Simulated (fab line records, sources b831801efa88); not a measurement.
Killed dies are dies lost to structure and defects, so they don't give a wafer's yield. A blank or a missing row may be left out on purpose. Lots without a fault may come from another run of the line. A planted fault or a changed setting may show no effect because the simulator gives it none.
fab line records | flow gf180mcu
record lots=14 wafers=42 last_day=34
route steps=602 shown STI@1 VT_IMPLANT@129 POLY_GATE@174 HV_LDD@213
lots that met no fault: from a run of the same line without faults
start_h: hours from the record's first day to the start of the lot's first wafer shown | wait_h: hours since the lot's step before | " the same as in the row above | L1.1+2: a row that stands for several wafers | - no value, or no start given | * or withheld: withheld | < > ~ a bound
route shown NAME@n: a module of which the file shows steps, and the number in the route of the first | usual: mean/standard deviation of fault-free wafers | same: alike in all rows | chamber/n: place in a boat | sites: the reading at each site | _std_site: their standard deviation | _edge_site: outer sites' mean less inner sites' | radius_mm: how far each site lies from the wafer's centre | mask NAME#n: copy n | behind: the tool/chamber that last shaped the wafer | hold: why the lot was held/for how many hours/how that ended | device: the transistor (n, p or np) that didn't switch | end of line: the same wafers' tests at the end of the route | a step without rows: its recipe alone | killed: dies lost to structure and defects at the first sort, not the wafer's yield | map: a wafer's dies, x killed, . not, _ none there
set.NAME: the setting as run; set.NAME@STEP: as run at that earlier step | model.NAME: the simulator's own value behind a step, which no gauge read
steps of the route over a sample of lots; a table a step, a row a wafer
services: from which hour (start_h, from the record's first day; less than 0 if before it) a tool's chamber was out of use, for how many hours, and why
## steps
# step GF_STI_BOW_MEAS_00
# recipe mode=bow
# usual INCOMING_BOW=0/6
# columns lot.wafer tool chamber start_h wait_h INCOMING_BOW[um]
L843.2 film_metro-01 - 10.02 - -2
L843.3 " - " " 9
L843.4 " - " " -2
L844.2 film_metro-01 - 15.15 - -19
L844.5 " - " " 2
L844.6 " - " " -7
L845.1 film_metro-01 - 20.00 - -1
L845.3 " - " " -4
L845.6 " - " " -1
L846.2 film_metro-04 - 25.02 - -5
L846.3 " - " " -3
L846.6 " - " " 4
L847.1 film_metro-01 - 30.00 - 4
L847.2 " - " " 10
L847.3 " - " " -11
L849.1 film_metro-02 - 40.00 - -5
L849.2 " - " " -12
L849.6 " - " " -4
L851.1 film_metro-01 - 50.00 - 0
L851.2 " - " " 3
L851.3 " - " " 10
L852.1 film_metro-04 - 55.00 - 0
L852.3 " - " " -2
L852.5 " - " " -2
L855.1 film_metro-01 - 70.00 - -9
L855.4 " - " " -2
L855.5 " - " " 1
L856.4 film_metro-02 - 75.06 - 2
L856.5 " - " " -8
L856.6 " - " " 6
L858.1 film_metro-01 - 85.00 - 0
L858.5 " - " " -1
L858.6 " - " " -2
L862.1 film_metro-01 - 105.00 - 2
L862.3 " - " " -2
L862.6 " - " " 3
L865.2 film_metro-01 - 120.02 - -1
L865.4 " - " " -6
L865.6 " - " " 10
L866.3 film_metro-04 - 125.04 - 0
L866.5 " - " " -6
L866.6 " - " " 2
# step GF_VT_IMPLANT_DEVELOP_39
# recipe develop_time_s=60 dev_temp_c=23
# usual chill_plate_temp_C=23.01/0.1 develop_time_s=60/0
# columns lot.wafer tool chamber start_h wait_h chill_plate_temp_C develop_time_s
L843.2 litho_track-04 0 161.29 0.1 23.26 60
L843.3 " 0 " " 23.26 60
L843.4 " 0 " " 23.16 60
L844.2 litho_track-02 0 173.56 0.1 22.93 60
L844.5 " 0 " " 22.89 60
L844.6 " 0 " " 22.96 60
L845.1 litho_track-03 0 174.97 0.1 22.97 60
L845.3 " 0 " " 23.01 60
L845.6 " 0 " " 22.86 60
L846.2 litho_track-02 0 182.86 0.1 23.28 60
L846.3 " 0 " " 23.19 60
L846.6 " 0 " " 23.09 60
L847.1 litho_track-03 0 187.27 0.1 23.04 60
L847.2 " 0 " " 22.98 60
L847.3 " 0 " " 23.13 60
L849.1 litho_track-03 0 204.47 0.1 23.09 60
L849.2 " 0 " " 23.07 60
L849.6 " 0 " " 23.11 60
L851.1 litho_track-04 0 212.92 0.1 23.01 60
L851.2 " 0 " " 23.03 60
L851.3 " 0 " " 22.97 60
L852.1 litho_track-04 0 220.47 0.1 22.90 60
L852.3 " 0 " " 23.03 60
L852.5 " 0 " " 22.97 60
L855.1 litho_track-04 - 236.57 0.1 - -
L855.4 " - " " - -
L855.5 " - " " - -
L856.4 litho_track-03 - 243.89 0.1 - -
L856.5 " - " " - -
L856.6 " - " " - -
L858.1 litho_track-04 0 256.47 0.1 23.14 60
L858.5 " 0 " " 22.95 60
L858.6 " 0 " " 23.11 60
L862.1 litho_track-03 0 283.37 0.1 22.98 60
L862.3 " 0 " " 22.90 60
L862.6 " 0 " " 22.94 60
L865.2 litho_track-03 0 303.69 0.1 22.87 60
L865.4 " 0 " " 22.98 60
L865.6 " 0 " " 22.96 60
L866.3 litho_track-02 0 309.48 0.1 22.94 60
L866.5 " 0 " " 23.03 60
L866.6 " 0 " " 23.12 60
# step GF_POLY_GATE_THK_MEAS_17
# recipe reads=SiO2_of_POLY_GATE_OXIDATION_16
# usual POLY_GATE_OXIDATION_THK=3.97/0.072
# columns lot.wafer tool chamber start_h wait_h POLY_GATE_OXIDATION_THK[nm]
L843.2 film_metro-03 - 202.82 0.0 3.85
L843.3 " - " " 3.99
L843.4 " - " " 4.03
L844.2 film_metro-03 - 216.45 0.0 4.04
L844.5 " - " " 3.94
L844.6 " - " " 4.00
L845.1 film_metro-01 - 219.08 0.0 3.93
L845.3 " - " " 3.97
L845.6 " - " " 3.94
L846.2 film_metro-04 - 224.49 0.0 3.94
L846.3 " - " " 3.96
L846.6 " - " " 4.03
L847.1 film_metro-04 - 229.91 0.0 4.01
L847.2 " - " " 4.04
L847.3 " - " " 4.13
L849.1 film_metro-04 - 249.83 0.0 4.04
L849.2 " - " " 3.95
L849.6 " - " " 3.93
L851.1 film_metro-01 - 260.94 0.0 3.90
L851.2 " - " " 3.96
L851.3 " - " " 3.87
L852.1 film_metro-04 - 265.58 0.0 3.97
L852.3 " - " " 3.94
L852.5 " - " " 3.93
L858.1 film_metro-03 - 304.01 0.0 4.02
L858.5 " - " " 3.96
L858.6 " - " " 3.98
L862.1 film_metro-04 - 333.40 0.0 3.87
L862.3 " - " " 3.93
L862.6 " - " " 3.84
L865.2 film_metro-04 - 354.19 0.0 4.02
L865.4 " - " " 3.97
L865.6 " - " " 4.02
L866.3 film_metro-03 - 359.23 0.0 4.02
L866.5 " - " " 4.03
L866.6 " - " " 3.94
# step GF_HV_LDD_STRIP_37
# recipe chemistry=O2/N2 power_w=1400 pressure_mtorr=1500 platen_temp_c=250 o2_flow_sccm=3000 n2_flow_sccm=300 overash_fraction=0.5
# usual drypump_motor_current_A=5.5/0.55 heater_power_w=321/35 o2_flow_sccm=2999/9.2 oes_product_au=0.715/0.0039 strip_time_to_endpoint_s=12.63/0.037
# columns lot.wafer tool chamber start_h wait_h drypump_motor_current_A heater_power_w o2_flow_sccm oes_product_au rf_hours_counter_h strip_time_to_endpoint_s
L843.2 plasma_asher-02 1 258.47 0.1 5.8 301 2997 0.712 45 12.63
L843.3 " 0 " " 4.8 325 2996 0.711 - 12.64
L843.4 " 1 " " 5.8 304 3004 0.721 - 12.65
L844.2 plasma_asher-02 0 272.94 0.1 4.8 322 2992 0.712 47 12.60
L844.5 " 0 " " 4.8 318 2986 0.719 - 12.59
L844.6 " 1 " " 5.8 302 3004 0.714 - 12.61
L845.1 plasma_asher-02 1 275.84 0.1 5.8 315 2985 0.722 47 12.59
L845.3 " 0 " " 4.9 324 2999 0.715 - 12.61
L845.6 " 0 " " 4.9 324 3002 0.715 - 12.56
L846.2 plasma_asher-04 1 280.59 0.1 5.4 274 3001 0.716 60 12.65
L846.3 " 1 " " 5.4 280 3002 0.711 - 12.64
L846.6 " 0 " " 6.5 333 2995 0.713 - 12.68
L847.1 plasma_asher-04 0 287.15 0.1 6.5 339 3011 0.715 61 12.61
L847.2 " 1 " " 5.4 269 3002 0.721 61 12.62
L847.3 " 0 " " 6.5 338 2994 0.723 - 12.61
L849.1 plasma_asher-02 1 309.44 0.1 5.8 306 3000 0.717 51 12.58
L849.2 " 0 " " 4.8 323 3015 0.715 51 12.63
L849.6 " 0 " " 4.8 320 3012 0.716 - 12.62
L851.1 plasma_asher-03 0 321.90 0.1 5.2 417 2993 0.713 74 12.58
L851.2 " 1 " " 6.0 304 2983 0.713 74 12.59
L851.3 " 1 " " 6.0 303 2995 0.713 - 12.58
L852.1 plasma_asher-04 1 328.09 0.1 5.4 286 3009 0.711 65 12.67
L852.3 " 0 " " 6.5 335 2991 0.708 - 12.63
L852.5 " 1 " " 5.4 277 3009 0.719 - 12.61
L858.1 plasma_asher-04 0 368.82 0.1 6.5 335 2991 0.722 69 12.62
L858.5 " 1 " " 5.4 276 3002 0.717 - 12.60
L858.6 " 0 " " 6.5 329 2992 0.711 - 12.63
L862.1 plasma_asher-03 0 401.94 0.1 5.2 399 3008 0.716 83 12.70
L862.3 " 1 " " 6.0 295 3002 0.712 - 12.66
L862.6 " 1 " " 6.0 304 2989 0.714 - 12.67
L865.2 plasma_asher-03 0 424.29 0.1 5.1 414 2990 0.724 86 12.65
L865.4 " 1 " " 6.0 301 2990 0.720 - 12.63
L865.6 " 0 " " 5.1 404 2991 0.714 - 12.61
L866.3 plasma_asher-02 1 428.95 0.1 5.8 307 2995 0.717 - 12.68
L866.5 " 0 " " 4.8 316 2975 0.714 - 12.62
L866.6 " 1 " " 5.8 301 2985 0.713 - 12.61
## services
# columns tool chamber start_h hours kind
litho_track-02 - 163.66 - consumable_replace:filter
plasma_asher-04 - 186.87 14.6 pm
plasma_asher-03 - 190.70 2.5 repair
plasma_asher-04 - 210.38 0.9 repair
plasma_asher-03 - 314.43 0.8 repair
plasma_asher-04 - 329.59 2.6 repair
plasma_asher-02 - 362.67 1.3 repair
plasma_asher-04 - 380.84 12.4 repair
plasma_asher-02 - 416.05 3.4 repair
plasma_asher-04 - 421.25 9.0 pm
plasma_asher-04 0 421.25 9.0 vent_cycle
plasma_asher-04 1 421.25 9.0 vent_cycle
## key
first_sign step=GF_VT_IMPLANT_DEVELOP_39 reading=tool_record direction=missing
effect none on later readings
met_at GF_VT_IMPLANT_DEVELOP_39
struck_lots L855,L856
later_rows_left_out L855.1,L855.4,L855.5,L856.4,L856.5,L856.6
sort_left_out L855.1,L855.4,L855.5,L856.4,L856.5,L856.6
tester_left_out L855,L856
not_acting_at GF_STI_BOW_MEAS_00,GF_POLY_GATE_THK_MEAS_17,GF_HV_LDD_STRIP_37
onset_between 220.47 236.57
fault kind=skipped_step_whole tool=litho_track-03,litho_track-04 chamber=- onset_h=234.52 steps=GF_VT_IMPLANT_DEVELOP_39 scope=struck_lots_only
# tester_left_out: of these lots the tester's yield and bins aren't shown, on N5 and GAA mostly nor the transistor test; their killed dies are dies lost to structure and defects alone, not to doping, threshold or leakage, so they don't give the yield
# sort_left_out: the simulated sort isn't trusted on such a fault, so these wafers' sort isn't shown, and their yield isn't known
# later_rows_left_out: the simulator's readings of these wafers behind a module that went badly wrong aren't trusted and aren't shown, but for the sort
